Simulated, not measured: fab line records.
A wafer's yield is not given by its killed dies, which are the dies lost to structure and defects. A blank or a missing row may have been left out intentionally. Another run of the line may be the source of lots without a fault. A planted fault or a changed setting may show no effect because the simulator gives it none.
Which of the tools did it?	flow gf180mcu	at 1 step of a route of 602, 7 lots with 21 wafers sampled

## WHAT THE GAUGES READ, wafer by wafer
GF_V3_CD_MEAS_14 targets a cd of 260 nm.
lot	measured	on	cdNm (nm)
L135	day 23 04:22	cdSem-01	259.0 258.3 258.8
L137	day 23 21:40	cdSem-01	260.1 259.1 261.1
L142	day 25 17:38	cdSem-02	261.8 263.1 261.7
L145	day 26 14:42	cdSem-02	258.8 258.6 258.7
L148	day 27 07:00	cdSem-01	261.6 261.8 261.9
L152	day 28 13:02	cdSem-01	260.0 259.7 260.7
L156	day 29 13:25	cdSem-02	259.8 259.1 260.3

## WHICH TOOL RAN EACH LOT (tool, then ch and the chambers of the sampled wafers, then the start)
No process step before these readings appears in the record.

## THE ANSWER, worked out from the rows above alone
Rule: what is usual is taken from the lots themselves. Put in order of their means at a reading, lots are off if they are a third of the lots or fewer, leave a main group of 4 or more, and stand apart from it by a gap of 3 or more times the standard deviation of the main group's means; of several such gaps the widest counts. A main group whose means are all the same, to the digits that the tables above print for the reading, isn't used. Also off: a lot with no number at a reading for which 4 or more lots have one. The other lots that the step has rows for count as sound.
No lot is off at any reading shown: from this, nothing can be told.

## WHAT THE SIMULATOR HAD PUT IN
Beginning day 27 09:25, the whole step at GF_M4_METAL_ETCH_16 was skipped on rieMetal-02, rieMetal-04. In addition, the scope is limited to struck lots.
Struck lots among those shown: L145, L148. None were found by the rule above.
